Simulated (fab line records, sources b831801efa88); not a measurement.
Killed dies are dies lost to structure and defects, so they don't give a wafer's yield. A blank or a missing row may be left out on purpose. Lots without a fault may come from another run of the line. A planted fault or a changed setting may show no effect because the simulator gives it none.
fab line records | flow sky130
record lots=13 wafers=39 last_day=49
route steps=708 shown METAL3@535 METAL4@630 VIA4@642 PAD_OPEN@708
lots that met no fault: from a run of the same line without faults
start_h: hours from the record's first day to the start of the lot's first wafer shown | wait_h: hours since the lot's step before | " the same as in the row above | L1.1+2: a row that stands for several wafers | - no value, or no start given | * or withheld: withheld | < > ~ a bound
route shown NAME@n: a module of which the file shows steps, and the number in the route of the first | usual: mean/standard deviation of fault-free wafers | same: alike in all rows | chamber/n: place in a boat | sites: the reading at each site | _std_site: their standard deviation | _edge_site: outer sites' mean less inner sites' | radius_mm: how far each site lies from the wafer's centre | mask NAME#n: copy n | behind: the tool/chamber that last shaped the wafer | hold: why the lot was held/for how many hours/how that ended | device: the transistor (n, p or np) that didn't switch | end of line: the same wafers' tests at the end of the route | a step without rows: its recipe alone | killed: dies lost to structure and defects at the first sort, not the wafer's yield | map: a wafer's dies, x killed, . not, _ none there
set.NAME: the setting as run; set.NAME@STEP: as run at that earlier step | model.NAME: the simulator's own value behind a step, which no gauge read
steps of the route over a sample of lots; a table a step, a row a wafer
services: from which hour (start_h, from the record's first day; less than 0 if before it) a tool's chamber was out of use, for how many hours, and why
## steps
# step SKY_METAL3_SPUTTER_03
# recipe material=Ti target_thk_nm=5 power_w=2889 time_s=3.3 chamber_pressure_pa=0.4
# usual throttle_valve_pct=29.7/1.1
# columns lot.wafer tool chamber start_h wait_h throttle_valve_pct
L580.1 pvd_sputter-01 - 861.34 0.0 28.4
L580.5 " - " " 28.7
L580.6 " - " " 30.6
L581.2 pvd_sputter-01 - 880.47 0.0 31.4
L581.4 " - " " 30.1
L581.5 " - " " 31.7
L582.1 pvd_sputter-01 - 884.96 0.0 30.4
L582.2 " - " " 31.5
L582.6 " - " " 31.3
L585.1 pvd_sputter-03 - 896.44 0.0 27.7
L585.5 " - " " 29.8
L585.6 " - " " 27.7
L586.1 pvd_sputter-02 - 900.92 0.0 28.5
L586.5 " - " " 31.1
L586.6 " - " " 30.2
L584.2 pvd_sputter-03 - 903.93 0.0 29.9
L584.4 " - " " 29.8
L584.5 " - " " 27.9
L588.1 pvd_sputter-01 - 912.93 0.0 30.8
L588.2 " - " " 29.8
L588.4 " - " " 28.5
L589.2 pvd_sputter-03 - 928.45 0.0 29.8
L589.4 " - " " 30.0
L589.6 " - " " 29.6
L590.1 pvd_sputter-03 - 932.68 0.0 27.8
L590.5 " - " " 30.1
L590.6 " - " " 27.7
L593.2 pvd_sputter-01 - 943.84 0.0 30.5
L593.3 " - " " 28.6
L593.6 " - " " 30.4
L594.1 pvd_sputter-01 - 963.58 0.0 28.4
L594.2 " - " " 31.4
L594.3 " - " " 30.2
L598.2 pvd_sputter-02 - 988.14 0.0 29.8
L598.5 " - " " 30.1
L598.6 " - " " 31.2
L600.1 pvd_sputter-02 - 996.06 0.0 29.9
L600.4 " - " " 30.1
L600.5 " - " " 29.8
# step SKY_METAL4_OVL_MEAS_14
# usual METAL4_OVL=-4/4.1
# columns lot.wafer tool chamber start_h wait_h METAL4_OVL[nm]
L580.1 overlay-02 - 989.25 0.1 -8
L580.5 " - " " 0
L580.6 " - " " -3
L581.2 overlay-02 - 1015.75 0.1 -6
L581.4 " - " " -7
L581.5 " - " " -6
L582.1 overlay-01 - 1015.84 0.1 0
L582.2 " - " " 2
L582.6 " - " " -3
L585.1 overlay-01 - 1019.80 0.1 -2
L585.5 " - " " -4
L585.6 " - " " -5
L586.1 overlay-02 - 1025.55 0.1 -11
L586.5 " - " " -4
L586.6 " - " " -6
L584.2 overlay-02 - 1030.15 0.1 -2
L584.4 " - " " -7
L584.5 " - " " -11
L588.1 overlay-02 - 1036.95 0.1 -10
L588.2 " - " " -4
L588.4 " - " " -11
L589.2 overlay-02 - 1052.49 0.1 3
L589.4 " - " " 0
L589.6 " - " " -8
L590.1 overlay-02 - 1055.45 0.1 -4
L590.5 " - " " -8
L590.6 " - " " -6
L593.2 overlay-02 - 1065.35 0.1 -5
L593.3 " - " " -4
L593.6 " - " " -2
L594.1 overlay-01 - 1084.90 0.1 3
L594.2 " - " " 0
L594.3 " - " " -5
L598.2 overlay-01 - 1102.06 0.1 -8
L598.5 " - " " 3
L598.6 " - " " -3
L600.1 overlay-02 - 1108.94 0.1 -4
L600.4 " - " " 1
L600.5 " - " " 0
# step SKY_METAL4_ETCH_16
# recipe chemistry=N2/H2 target=BARC ion_energy_ev=200 bias_w=100 pressure_mtorr=30 n2_flow_sccm=100 h2_flow_sccm=200 icp_w=500 stop_on=SiO2 time_s=88.2 target_depth_a=600
# usual drypump_motor_current_A=5.6/0.49 he_backside_leak_sccm=3.34/0.19 oes_product_au=0.627/0.0048 throttle_valve_pct=13.205/0.0086
# columns lot.wafer tool chamber start_h wait_h drypump_motor_current_A he_backside_leak_sccm oes_product_au rf_hours_counter_h throttle_valve_pct
L580.1 rie_metal-01 0 989.32 0.0 5.6 3.26 0.635 4 13.209
L580.5 " 1 " " 6.4 3.40 0.623 - 13.203
L580.6 " 0 " " 5.6 3.26 0.631 - 13.193
L581.2 rie_metal-02 1 1015.82 0.0 6.1 3.59 0.629 15 13.205
L581.4 " 0 " " 5.6 3.28 0.629 - 13.198
L581.5 " 1 " " 6.1 3.67 0.619 - 13.212
L582.1 rie_metal-03 0 1015.91 0.0 5.5 3.07 0.630 9 13.198
L582.2 " 1 " " 4.9 3.31 0.629 7 13.218
L582.6 " 1 " " 4.9 3.25 0.628 - 13.215
L585.1 rie_metal-03 0 1019.87 0.0 5.5 3.12 0.636 9 13.198
L585.5 " 0 " " 5.5 3.13 0.629 - 13.192
L585.6 " 1 " " 4.9 3.38 0.626 - 13.211
L586.1 rie_metal-01 1 1025.62 0.0 6.3 3.38 0.628 23 13.195
L586.5 " 1 " " 6.3 3.34 0.623 - 13.214
L586.6 " 0 " " 5.6 3.15 0.637 - 13.203
L584.2 rie_metal-01 1 1030.22 0.0 6.3 3.27 0.625 23 13.193
L584.4 " 1 " " 6.4 3.21 0.626 - 13.200
L584.5 " 0 " " 5.6 2.96 0.627 - 13.200
L588.1 rie_metal-01 1 1037.02 0.0 6.4 3.30 0.621 23 13.219
L588.2 " 0 " " 5.6 3.33 0.625 7 13.202
L588.4 " 1 " " 6.3 3.51 0.624 - 13.208
L589.2 rie_metal-03 0 1052.56 0.0 5.6 3.13 0.625 11 13.197
L589.4 " 0 " " 5.6 3.01 0.620 - 13.201
L589.6 " 0 " " 5.6 3.22 0.622 - 13.200
L590.1 rie_metal-01 1 1055.52 0.0 6.3 3.62 0.629 24 13.223
L590.5 " 0 " " 5.6 3.39 0.619 - 13.199
L590.6 " 1 " " 6.3 3.23 0.624 - 13.201
L593.2 rie_metal-03 1 1065.42 0.0 4.9 3.34 0.624 9 13.214
L593.3 " 1 " " 4.9 3.51 0.621 - 13.213
L593.6 " 1 " " 4.9 3.36 0.628 - 13.197
L594.1 rie_metal-01 0 1084.97 0.0 5.6 3.26 0.627 12 13.205
L594.2 " 1 " " 6.4 3.49 0.630 0 13.202
L594.3 " 1 " " 6.4 3.22 0.631 - 13.202
L598.2 rie_metal-02 0 1102.12 0.0 5.5 3.43 0.626 22 13.205
L598.5 " 0 " " 5.6 3.42 0.624 - 13.205
L598.6 " 1 " " 6.1 3.67 0.627 - 13.201
L600.1 rie_metal-02 0 1109.01 0.0 5.6 3.18 0.627 23 13.194
L600.4 " 0 " " 5.5 3.43 0.633 - 13.185
L600.5 " 1 " " 6.1 3.75 0.627 - 13.191
# step SKY_VIA4_BOW_MEAS_03
# recipe mode=bow
# usual VIA4_BOW=81/8.3
# columns lot.wafer tool chamber start_h wait_h VIA4_BOW[um]
L580.1 film_metro-03 - 990.96 0.1 84
L580.5 " - " " 99
L580.6 " - " " 90
L581.2 film_metro-03 - 1017.33 0.2 86
L581.4 " - " " 94
L581.5 " - " " 92
L582.1 film_metro-01 - 1017.45 0.1 94
L582.2 " - " " 87
L582.6 " - " " 83
L585.1 film_metro-03 - 1021.34 0.1 77
L585.5 " - " " 87
L585.6 " - " " 99
L586.1 film_metro-02 - 1027.09 0.1 80
L586.5 " - " " 79
L586.6 " - " " 72
L584.2 film_metro-02 - 1031.67 0.2 72
L584.4 " - " " 81
L584.5 " - " " 80
L588.1 film_metro-01 - 1038.49 0.1 74
L588.2 " - " " 76
L588.4 " - " " 85
L589.2 film_metro-01 - 1054.04 0.3 77
L589.4 " - " " 87
L589.6 " - " " 84
L590.1 film_metro-01 - 1056.95 0.1 81
L590.5 " - " " 76
L590.6 " - " " 83
L593.2 film_metro-02 - 1066.86 0.2 75
L593.3 " - " " 65
L593.6 " - " " 73
L594.1 film_metro-01 - 1090.30 0.1 72
L594.2 " - " " 79
L594.3 " - " " 83
L598.2 film_metro-01 - 1103.75 0.3 74
L598.5 " - " " 72
L598.6 " - " " 74
L600.1 film_metro-01 - 1110.43 0.1 92
L600.4 " - " " 100
L600.5 " - " " 95
# step SKY_PAD_OPEN_PROBE_99
# usual killed_at_M0_to_M3=42/7.2 killed_at_M4_up=3.2/1.8 killed_at_contacts=24/5.4 killed_at_front_end=15/4 killed_at_other=0.3/0.59 killed_dies=84/9 killed_open=46/7.1 killed_short=38/6
# same gross_dies=492 killed_at_back_side=0
# columns lot.wafer tool chamber start_h wait_h killed_at_M0_to_M3 killed_at_M4_up killed_at_contacts killed_at_front_end killed_at_other killed_dies killed_open killed_short
L581.2 prober-01 - 1109.35 0.1 41 4 20 19 0 84 48 35
L581.4 prober-01 - 1109.45 0.2 37 3 24 24 1 89 46 43
L581.5 prober-01 - 1109.50 0.2 31 2 37 18 0 88 54 34
L589.2 prober-02 - 1137.97 0.1 74 2 26 12 1 115 41 41
L589.4 prober-02 - 1138.07 0.2 92 5 19 17 0 133 44 45
L589.6 prober-02 - 1138.17 0.2 65 3 24 12 0 104 48 28
L590.1 prober-01 - 1145.93 0.1 83 1 28 16 0 128 46 30
L590.5 prober-01 - 1146.13 0.2 82 2 13 9 0 106 40 24
L590.6 prober-01 - 1146.18 0.2 71 3 17 16 0 107 35 31
L600.1 prober-01 - 1185.72 0.1 60 0 20 13 0 93 58 35
L600.4 prober-01 - 1185.87 0.2 51 4 22 7 0 84 51 33
L600.5 prober-01 - 1185.92 0.2 45 1 30 17 0 93 48 45
# killed by level:class
L581.2 VIA1:geometric_particle:open=10 CONTACT:geometric_particle:open=8 METAL1:geometric_particle:short=7 LI_CONTACT:geometric_particle:open=6 VIA1:geometric_particle:short=5 FIELD_ISO:geometric_particle:open=4 POLY_GATE:geometric_particle:open=4 VIA3:geometric_particle:open=4
L581.4 VIA1:geometric_particle:open=11 METAL2:geometric_particle:short=9 CONTACT:geometric_particle:short=8 CONTACT:geometric_particle:open=8 METAL1:geometric_particle:short=6 POLY_GATE:geometric_particle:open=5 SPACER:geometric_particle:open=5 FIELD_ISO:geometric_particle:open=4
L581.5 CONTACT:geometric_particle:open=14 VIA1:geometric_particle:open=9 LI_CONTACT:geometric_particle:open=8 LOCAL_INTERCONNECT:geometric_particle:short=7 METAL1:geometric_particle:short=6 SPACER:geometric_particle:open=5 POLY_GATE:geometric_particle:open=4 VIA1:geometric_particle:short=4
L589.2 METAL3:unspecified=33 VIA3:geometric_particle:open=8 CONTACT:geometric_particle:open=7 POLY_GATE:geometric_particle:short=6 LI_CONTACT:geometric_particle:open=6 METAL2:geometric_particle:short=6 VIA2:geometric_particle:open=6 CONTACT:geometric_particle:short=5
L589.4 METAL3:unspecified=44 VIA1:geometric_particle:open=10 CONTACT:geometric_particle:open=8 VIA2:geometric_particle:open=7 FIELD_ISO:geometric_particle:short=5 CONTACT:geometric_particle:short=5 METAL1:geometric_particle:short=5 METAL3:geometric_particle:short=5
L589.6 METAL3:unspecified=28 VIA1:geometric_particle:open=9 LI_CONTACT:geometric_particle:open=8 CONTACT:geometric_particle:open=8 VIA3:geometric_particle:open=7 METAL1:geometric_particle:short=6 FIELD_ISO:geometric_particle:open=5 VIA2:geometric_particle:open=5
L590.1 METAL3:unspecified=50 CONTACT:geometric_particle:open=14 VIA1:geometric_particle:open=7 VIA2:geometric_particle:open=6 LI_CONTACT:geometric_particle:open=5 LI_CONTACT:geometric_particle:short=5 VIA3:geometric_particle:open=5 FIELD_ISO:geometric_particle:short=4
L590.5 METAL3:unspecified=42 VIA1:geometric_particle:open=16 VIA2:geometric_particle:open=5 VIA3:geometric_particle:open=4 CONTACT:geometric_particle:open=4 METAL2:geometric_particle:short=4 VIA2:geometric_particle:short=4 FIELD_ISO:geometric_particle:short=3
L590.6 METAL3:unspecified=41 CONTACT:geometric_particle:open=9 VIA1:geometric_particle:open=8 VIA3:geometric_particle:open=6 METAL1:geometric_particle:short=5 FIELD_ISO:geometric_particle:short=4 POLY_GATE:geometric_particle:open=4 POLY_GATE:geometric_particle:short=3
L600.1 VIA2:geometric_particle:open=13 VIA1:geometric_particle:open=11 CONTACT:geometric_particle:open=10 VIA3:geometric_particle:open=7 VIA1:geometric_particle:short=6 VIA2:geometric_particle:short=6 LI_CONTACT:geometric_particle:open=5 METAL1:geometric_particle:short=5
L600.4 VIA1:geometric_particle:open=12 CONTACT:geometric_particle:open=11 VIA2:geometric_particle:open=10 VIA1:geometric_particle:short=8 VIA3:geometric_particle:short=5 LOCAL_INTERCONNECT:geometric_particle:short=5 VIA2:geometric_particle:short=5 LI_CONTACT:geometric_particle:open=3
L600.5 CONTACT:geometric_particle:open=9 LOCAL_INTERCONNECT:geometric_particle:short=8 METAL1:geometric_particle:short=7 LI_CONTACT:geometric_particle:open=7 VIA2:geometric_particle:open=7 VIA3:geometric_particle:open=7 VIA1:geometric_particle:open=6 METAL2:geometric_particle:short=5
## services
# columns tool chamber start_h hours kind
rie_metal-01 - 841.49 2.8 pm
rie_metal-03 0 843.57 - clean
pvd_sputter-03 - 845.76 13.7 repair
rie_metal-03 - 845.88 2.8 pm
pvd_sputter-02 - 852.41 1.9 repair
pvd_sputter-02 - 891.42 2.8 repair
rie_metal-01 0 900.14 - clean
rie_metal-01 0 900.14 20.8 scheduled_down
rie_metal-01 0 900.14 20.8 vent_cycle
pvd_sputter-03 - 939.44 8.1 repair
rie_metal-02 - 948.69 1.5 repair
pvd_sputter-02 - 975.52 0.5 repair
pvd_sputter-01 - 986.81 5.0 repair
pvd_sputter-01 - 994.27 3.0 repair
pvd_sputter-01 - 1001.47 4.3 repair
pvd_sputter-02 - 1011.14 3.4 repair
rie_metal-01 0 1026.30 2.9 repair
pvd_sputter-01 - 1026.42 1.4 repair
rie_metal-01 - 1027.39 1.9 repair
pvd_sputter-01 - 1061.81 15.0 repair
rie_metal-01 1 1063.76 - clean
rie_metal-01 1 1063.76 19.3 scheduled_down
rie_metal-01 1 1063.76 19.3 vent_cycle
rie_metal-03 0 1101.40 2.6 repair
## key
first_sign step=SKY_PAD_OPEN_PROBE_99 reading=killed_at_M0_to_M3 direction=up sigmas=5 usual=42 struck=78
effect step=SKY_PAD_OPEN_PROBE_99 reading=killed_dies direction=up sigmas=3.5 usual=84 struck=116
met_at SKY_METAL3_SPUTTER_03
struck_lots L589,L590
tester_left_out L590
not_acting_at SKY_METAL4_OVL_MEAS_14,SKY_METAL4_ETCH_16,SKY_VIA4_BOW_MEAS_03
onset_between 903.93 928.45
earlier_fault kind=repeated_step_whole tool=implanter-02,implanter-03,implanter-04 chamber=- onset_h=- steps=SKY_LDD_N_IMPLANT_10 times=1 scope=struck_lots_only
fault kind=chamber_particle_source tool=pvd_sputter-03 chamber=- onset_h=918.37 steps=SKY_METAL3_SPUTTER_03 rate_per_visit_cm2=1.3685
# tester_left_out: of these lots the tester's yield and bins aren't shown, on N5 and GAA mostly nor the transistor test; their killed dies are dies lost to structure and defects alone, not to doping, threshold or leakage, so they don't give the yield
